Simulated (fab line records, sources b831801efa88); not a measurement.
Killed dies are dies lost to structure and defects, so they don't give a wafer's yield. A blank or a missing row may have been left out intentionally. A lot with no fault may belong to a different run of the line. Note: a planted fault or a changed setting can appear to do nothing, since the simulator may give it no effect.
fab line records	flow sky130
record lots=12	wafers=36	lastDay=49
route steps=708 shown SPACER@306 SD_P@327 LI_CONTACT@374
lots that met no fault: from a run of the same line without faults
startH: the number of hours between the record's first day and the start of the first shown wafer of the lot	waitH: hours elapsed since this lot's preceding step	" repeats the value in the row above	L1.1+2: one row covering several wafers at once	- no value, or no start given	* or withheld: withheld	< > ~ a bound
route shown NAME@n: a module of which the file shows steps, and the number in the route of the first	usual: the fault-free wafers' mean and standard deviation	same: alike in all rows	chamber/n: place in a boat	sites: each site's reading	_std_site: their standard deviation	_edge_site: the outer-site mean with the inner-site mean subtracted	radiusMm: how far each site lies from the wafer's centre	mask NAME#n: copy n	behind: the most recent tool/chamber to have shaped the wafer	hold: the reason the lot was held/the length of the hold in hours/how it ended	device: transistor that didn't switch, given as n, p or np	end of line: the route-end tests of the same wafers	a step without rows: its recipe alone	killed: count of dies lost to structure and defects at first sort (not the wafer's yield)	map: per-die view of a wafer (x killed, . not killed, _ where there is no die)
set.NAME: the setting as run; set.NAME@STEP: as run at that earlier step	model.NAME: the simulator's own value behind a step, which no gauge read
route steps across a sampled set of lots; one table per step, one row per wafer
services: from which hour (startH, from the record's first day; less than 0 if before it) a tool's chamber was out of use, for how many hours, and why
## steps
# step SKY_SPACER_ETCHBACK_02
# recipe chemistry=CH3F/O2	target=Si3N4	stopOn=SiO2	sourceW=400	biasW=80	pressureMtorr=25	ch3fFlowSccm=40	O2_flow_sccm=30	timeS=46.7	targetDepthA=450
# usual ch3fFlowSccm=39.99/0.12	drypumpMotorCurrentA=5.8/0.37	oesProductAu=0.854/0.006	rfFwdPowerW=396.2/1.8	throttleValvePct=10.561/0.0087
lot.wafer	tool	chamber	startH	waitH	ch3fFlowSccm	drypumpMotorCurrentA	oesProductAu	rfFwdPowerW	rfHoursCounterH	throttleValvePct
L910.3	rieDiel-02	3	548.30	0.0	39.90	5.3	0.865	401.0	43	10.568
L910.4	"	1	"	"	40.07	5.7	0.860	395.0	10	10.556
L910.6	"	3	"	"	40.13	5.2	0.853	399.9	-	10.582
L911.1	rieDiel-04	2	553.19	0.1	40.06	6.2	0.839	395.2	0	10.582
L911.4	"	1	"	"	40.17	5.6	0.849	396.8	4	10.563
L911.5	"	2	"	"	40.00	6.2	0.847	394.7	-	10.550
L909.1	rieDiel-04	1	554.39	0.1	40.06	5.5	0.861	397.1	4	10.563
L909.2	"	3	"	"	40.03	6.1	0.851	394.6	63	10.557
L909.4	"	0	"	"	40.22	5.1	0.843	393.5	14	10.555
L913.1	rieDiel-03	1	575.67	0.1	40.13	5.9	0.848	395.1	16	10.569
L913.2	"	2	"	"	40.07	6.3	0.842	395.9	0	10.563
L913.6	"	1	"	"	39.99	5.9	0.842	393.2	-	10.561
L914.3	rieDiel-02	3	583.71	0.0	39.90	5.3	0.860	395.6	44	10.572
L914.4	"	0	"	"	40.02	5.5	0.857	396.6	21	10.557
L914.6	"	2	"	"	40.08	6.0	0.847	396.4	-	10.547
L916.1	rieDiel-03	1	595.85	0.1	39.92	5.9	0.854	394.7	16	10.562
L916.3	"	0	"	"	40.15	5.6	0.850	396.8	7	10.553
L916.5	"	0	"	"	39.94	5.6	0.852	396.3	-	10.567
L917.1	rieDiel-03	0	598.41	0.1	40.25	5.6	0.857	398.3	7	10.565
L917.3	"	1	"	"	39.88	5.9	0.851	397.5	16	10.570
L917.5	"	3	"	"	40.19	5.5	0.857	391.5	-	10.565
L919.2	rieDiel-04	3	613.90	0.0	39.92	6.1	0.857	394.7	64	10.565
L919.3	"	2	"	"	39.98	6.3	0.850	397.8	1	10.541
L919.5	"	3	"	"	39.99	6.1	0.851	394.3	-	10.568
L920.1	rieDiel-04	0	622.90	0.1	40.09	5.1	0.846	395.9	15	10.556
L920.5	"	2	"	"	40.13	6.2	0.844	395.5	-	10.572
L920.6	"	1	"	"	39.98	5.6	0.855	396.3	-	10.565
L922.1	rieDiel-03	3	634.91	0.1	39.96	5.5	0.846	392.8	8	10.562
L922.4	"	2	"	"	40.09	6.4	0.858	396.6	2	10.554
L922.6	"	2	"	"	39.98	6.3	0.840	395.4	-	10.555
L925.3	rieDiel-03	3	666.35	0.0	40.01	5.5	0.850	395.9	9	10.553
L925.4	"	0	"	"	39.96	5.6	0.861	400.1	9	10.580
L925.6	"	2	"	"	39.99	6.4	0.864	399.8	-	10.552
L926.1	rieDiel-03	0	674.80	0.1	40.03	5.6	0.856	399.1	9	10.557
L926.4	"	1	"	"	39.92	5.9	0.851	397.7	18	10.554
L926.5	"	2	"	"	40.06	6.3	0.851	396.2	-	10.556
# step SKY_SD_P_CD_MEAS_07
# recipe targetCdNm=380
# usual cdNm=381.0/2.3
lot.wafer	tool	chamber	startH	waitH	cdNm
L910.3	cdSem-01	-	608.21	0.1	382.6
L910.4	"	-	"	"	381.6
L910.6	"	-	"	"	381.4
L911.1	cdSem-01	-	611.67	0.1	378.9
L911.4	"	-	"	"	378.6
L911.5	"	-	"	"	378.5
L909.1	cdSem-02	-	612.57	0.1	380.5
L909.2	"	-	"	"	384.0
L909.4	"	-	"	"	381.3
L913.1	cdSem-02	-	634.64	0.1	381.3
L913.2	"	-	"	"	380.3
L913.6	"	-	"	"	380.8
L914.3	cdSem-01	-	642.22	0.1	378.4
L914.4	"	-	"	"	375.9
L914.6	"	-	"	"	379.5
L916.1	cdSem-01	-	653.28	0.1	383.1
L916.3	"	-	"	"	384.6
L916.5	"	-	"	"	382.6
L917.1	cdSem-02	-	657.32	0.1	383.5
L917.3	"	-	"	"	385.5
L917.5	"	-	"	"	383.6
L919.2	cdSem-02	-	671.21	0.1	380.1
L919.3	"	-	"	"	382.1
L919.5	"	-	"	"	380.9
L920.1	cdSem-02	-	679.34	0.1	381.0
L920.5	"	-	"	"	383.7
L920.6	"	-	"	"	380.2
L922.1	cdSem-02	-	690.32	0.1	381.1
L922.4	"	-	"	"	381.8
L922.6	"	-	"	"	383.0
L925.3	cdSem-01	-	721.21	0.1	379.1
L925.4	"	-	"	"	381.1
L925.6	"	-	"	"	379.5
L926.1	cdSem-01	-	729.78	0.1	380.2
L926.4	"	-	"	"	378.3
L926.5	"	-	"	"	378.0
# step SKY_LI_CONTACT_CD_MEAS_12
# recipe targetCdNm=170
# usual cdNm=170.0/1.4
lot.wafer	tool	chamber	startH	waitH	cdNm
L910.3	cdSem-02	-	695.92	-	173.2
L910.4	"	-	"	"	169.9
L910.6	"	-	"	"	171.3
L911.1	cdSem-01	-	697.94	-	171.4
L911.4	"	-	"	"	171.6
L911.5	"	-	"	"	169.9
L909.1	cdSem-02	-	699.98	-	172.7
L909.2	"	-	"	"	171.6
L909.4	"	-	"	"	172.5
L913.1	cdSem-01	-	719.97	-	169.1
L913.2	"	-	"	"	167.3
L913.6	"	-	"	"	167.9
L914.3	cdSem-01	-	727.76	-	173.0
L914.4	"	-	"	"	170.5
L914.6	"	-	"	"	169.6
L916.1	cdSem-02	-	736.98	-	167.7
L916.3	"	-	"	"	168.9
L916.5	"	-	"	"	166.5
L917.1	cdSem-02	-	741.49	-	170.9
L917.3	"	-	"	"	171.6
L917.5	"	-	"	"	171.3
L919.2	cdSem-01	-	755.31	-	170.8
L919.3	"	-	"	"	170.9
L919.5	"	-	"	"	172.4
L920.1	cdSem-01	-	763.64	-	168.0
L920.5	"	-	"	"	169.0
L920.6	"	-	"	"	169.5
L922.1	cdSem-01	-	772.78	-	168.7
L922.4	"	-	"	"	170.5
L922.6	"	-	"	"	168.7
L925.3	cdSem-02	-	803.31	-	169.6
L925.4	"	-	"	"	169.4
L925.6	"	-	"	"	169.3
L926.1	cdSem-01	-	811.60	-	171.4
L926.4	"	-	"	"	169.8
L926.5	"	-	"	"	170.8
# step SKY_LI_CONTACT_CVD_21
# recipe material=W	targetThkNm=400	timeS=120.56	tempC=400	pressureTorr=40
# usual heaterPowerW=869/100	susceptorTempC=399.96/0.24
lot.wafer	tool	chamber	startH	waitH	heaterPowerW	sinceWetCleanH	susceptorTempC
L910.3	cvdW-01	0	696.64	0.1	810	-	400.01
L910.4	"	1	"	"	669	-	400.46
L910.6	"	0	"	"	816	-	400.10
L911.1	cvdW-01	1	698.65	0.0	652	795	400.38
L911.4	"	1	"	"	668	-	400.17
L911.5	"	1	"	"	669	-	400.08
L909.1	cvdW-02	0	700.70	0.0	946	297	399.57
L909.2	"	0	"	"	937	-	399.45
L909.4	"	0	"	"	941	-	399.61
L913.1	cvdW-02	0	720.71	0.0	943	317	399.87
L913.2	"	1	"	"	917	317	400.26
L913.6	"	1	"	"	951	-	399.89
L914.3	cvdW-02	1	728.48	0.1	940	-	399.99
L914.4	"	0	"	"	932	-	400.06
L914.6	"	0	"	"	926	-	400.30
L916.1	cvdW-02	1	737.70	0.0	944	334	400.20
L916.3	"	0	"	"	938	-	399.55
L916.5	"	0	"	"	924	-	399.83
L917.1	cvdW-02	1	742.20	0.0	903	338	400.05
L917.3	"	1	"	"	918	-	399.82
L917.5	"	0	"	"	941	-	400.02
L919.2	cvdW-02	0	756.00	0.0	932	352	400.56
L919.3	"	1	"	"	929	-	400.00
L919.5	"	0	"	"	927	-	400.36
L920.1	cvdW-02	0	764.35	0.0	939	360	399.66
L920.5	"	0	"	"	925	-	399.70
L920.6	"	1	"	"	928	-	399.97
L922.1	cvdW-01	0	773.50	0.0	799	870	400.18
L922.4	"	1	"	"	659	-	400.05
L922.6	"	0	"	"	835	-	400.18
L925.3	cvdW-02	1	804.05	0.1	922	-	398.18
L925.4	"	0	"	"	920	-	397.61
L925.6	"	0	"	"	937	-	397.78
L926.1	cvdW-02	0	812.33	0.0	938	408	397.47
L926.4	"	0	"	"	905	-	397.66
L926.5	"	0	"	"	933	-	397.90
# step SKY_LI_CONTACT_RS_MEAS_22
# recipe thkMeasGauge=four-point-probe	reads=W_of_LI_CONTACT_CVD_21+TiN_of_LI_CONTACT_SPUTTER_20+Ti_of_LI_CONTACT_SPUTTER_19
# usual LI_CONTACT_W_RS=0.2846/0.0029
lot.wafer	tool	chamber	startH	waitH	LI_CONTACT_W_RS[ohm/sq]
L910.3	filmMetro-01	-	696.76	0.1	0.2788
L910.4	"	-	"	"	0.2806
L910.6	"	-	"	"	0.2819
L911.1	filmMetro-01	-	698.78	0.1	0.2861
L911.4	"	-	"	"	0.2828
L911.5	"	-	"	"	0.2816
L909.1	filmMetro-03	-	700.95	0.2	0.2857
L909.2	"	-	"	"	0.2862
L909.4	"	-	"	"	0.2862
L913.1	filmMetro-03	-	720.83	0.1	0.2914
L913.2	"	-	"	"	0.2851
L913.6	"	-	"	"	0.2896
L914.3	filmMetro-01	-	728.60	0.1	0.2867
L914.4	"	-	"	"	0.2870
L914.6	"	-	"	"	0.2862
L916.1	filmMetro-03	-	737.82	0.1	0.2875
L916.3	"	-	"	"	0.2824
L916.5	"	-	"	"	0.2840
L917.1	filmMetro-01	-	742.33	0.1	0.2854
L917.3	"	-	"	"	0.2844
L917.5	"	-	"	"	0.2858
L919.2	filmMetro-03	-	756.15	0.1	0.2836
L919.3	"	-	"	"	0.2855
L919.5	"	-	"	"	0.2886
L920.1	filmMetro-03	-	764.48	0.1	0.2854
L920.5	"	-	"	"	0.2821
L920.6	"	-	"	"	0.2843
L922.1	filmMetro-01	-	773.63	0.1	0.2806
L922.4	"	-	"	"	0.2840
L922.6	"	-	"	"	0.2836
L925.3	filmMetro-04	-	804.17	0.1	0.2997
L925.4	"	-	"	"	0.3024
L925.6	"	-	"	"	0.3010
L926.1	filmMetro-04	-	812.46	0.1	0.2975
L926.4	"	-	"	"	0.2997
L926.5	"	-	"	"	0.2974
## services
tool	chamber	startH	hours	kind
cvdW-01	-	526.39	4.3	pm
rieDiel-03	2	530.97	-	clean
rieDiel-03	2	530.97	20.1	scheduledDown
rieDiel-03	2	530.97	20.1	ventCycle
rieDiel-02	-	568.81	0.3	repair
rieDiel-02	2	578.01	3.8	repair
rieDiel-04	3	634.58	-	clean
rieDiel-04	3	634.58	14.2	scheduledDown
rieDiel-04	3	634.58	14.2	ventCycle
cvdW-02	1	689.89	11.8	repair
rieDiel-02	0	693.86	7.1	repair
rieDiel-02	2	697.79	2.1	repair
rieDiel-04	3	716.22	3.0	repair
cvdW-01	-	716.29	6.9	pm
rieDiel-02	2	719.87	12.0	repair
rieDiel-02	3	732.72	-	clean
rieDiel-02	3	732.72	17.8	scheduledDown
rieDiel-02	3	732.72	17.8	ventCycle
rieDiel-04	1	799.18	4.8	repair
cvdW-01	-	803.52	1.1	repair
rieDiel-04	2	808.28	3.8	repair
## key
firstSign step=SKY_LI_CONTACT_CVD_21	reading=susceptorTempC	direction=down	sigmas=9.3	usual=*	struck=*
effect step=SKY_LI_CONTACT_RS_MEAS_22	reading=LI_CONTACT_W_RS	direction=up	sigmas=5.2	usual=0.2846	struck=0.2996
metAt SKY_LI_CONTACT_CVD_21
struckLots L925,L926
testerLeftOut L925,L926
notActingAt SKY_SPACER_ETCHBACK_02,SKY_SD_P_CD_MEAS_07,SKY_LI_CONTACT_CD_MEAS_12
onsetBetween 764.35 804.05
fault kind=processParameterDrift	tool=cvdW-02	chamber=-	onsetH=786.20	steps=SKY_LI_CONTACT_CVD_21	channel=tempC	offset=*	shape=step	endH=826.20	actsIn=*	stated=*
# testerLeftOut: of these lots the tester's yield and bins aren't shown, on N5 and GAA mostly nor the transistor test; their killed dies are dies lost to structure and defects alone, not to doping, threshold or leakage, so they don't give the yield
